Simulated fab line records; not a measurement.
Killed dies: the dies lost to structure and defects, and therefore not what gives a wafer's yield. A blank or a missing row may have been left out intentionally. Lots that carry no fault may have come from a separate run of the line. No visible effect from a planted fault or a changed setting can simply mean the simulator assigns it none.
One fault through the eyes of 2 desks ; flow sky130 ; each desk holds nothing but its own numbers, with what lay behind them at the end

## AT THE TOOL OWNER'S DESK: lithoTrack-04
The tool's own readings at SKY_SONOS_TUNNEL_DEVELOP_06 (develop time 60 s): means of the sampled wafers that have a number, for each lot that ran on this tool. A lot is out of limits, marked OUT, if its mean lies more than 4 standard deviations from the usual mean; the brackets give that distance.
Columns: A = developerTempC at SKY_SONOS_TUNNEL_DEVELOP_06, usual 23.01 C
lot;first seen here;A
L612;day 12 07:51;23.03
L614;day 12 21:06;23.01
L616;day 13 12:09;22.99
L620;day 14 14:42;22.93
L629;day 17 17:27;23.09
L630;day 17 23:09;22.87
L631;day 18 04:48;23.06
This desk's verdict: no lot among the 7 shows anything out of limits.

## AT THE METROLOGY DESK
Means of the sampled wafers that have a number, per lot and without regard to the tool the lot ran on: this is what the gauges read. A lot is out of limits, marked OUT, if its mean lies more than 4 standard deviations from the usual mean; the brackets give that distance.
Columns: A = cdNm at SKY_SONOS_TUNNEL_CD_MEAS_07, usual 409.3 nm; B = SONOS_TUNNEL_OVL at SKY_SONOS_TUNNEL_OVL_MEAS_08, usual 0.8 nm; C = SONOS_TUNNEL_TW at SKY_SONOS_TUNNEL_TW_MEAS_12, usual 195.6; D = cdNm at SKY_SONOS_ONO_CD_MEAS_13, usual 409.7 nm
lot;first seen here;A;B;C;D
L612;day 12 08:00;409.4;1.6;197.4;410.0
L613;day 12 12:38;409.7;-0.1;196.6;410.6
L614;day 12 21:14;408.1;1.0;196.7;411.2
L616;day 13 12:18;408.4;4.8;140.2 (-40) OUT;413.6
L617;day 13 14:40;409.1;-0.2;194.3;407.6
L620;day 14 15:25;-;-;29.7 (-99 or more) OUT;-
L626;day 16 18:44;407.1;-0.2;194.8;410.7
L629;day 17 17:35;411.5;1.3;195.4;411.8
L630;day 17 23:17;411.1;1.3;195.1;409.8
L631;day 18 04:57;409.2;0.8;196.0;410.4
This desk's result: L616, L620 out of limits, first on L616 (SONOS_TUNNEL_TW at SKY_SONOS_TUNNEL_TW_MEAS_12), day 13 12:52. L612, L613, L614, L617, L626, L629, L630, L631 stayed within limits.

## TAKEN TOGETHER
An alarm was possible from the metrology desk at day 13 12:52, on L616, L620.
The tool owner's desk saw nothing out of limits.
The tool owner's desk has L616, L620 on record, within its limits.
On lithoTrack-04, each named lot ran SKY_SONOS_TUNNEL_DEVELOP_06.

## WHAT THE SIMULATOR HAD INSERTED
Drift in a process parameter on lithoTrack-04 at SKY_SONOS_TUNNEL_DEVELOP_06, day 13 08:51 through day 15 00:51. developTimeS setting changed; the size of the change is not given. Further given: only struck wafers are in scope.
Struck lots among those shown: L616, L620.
Delay in hours, fault start to first out-of-limits reading, per desk: metrology desk 4.
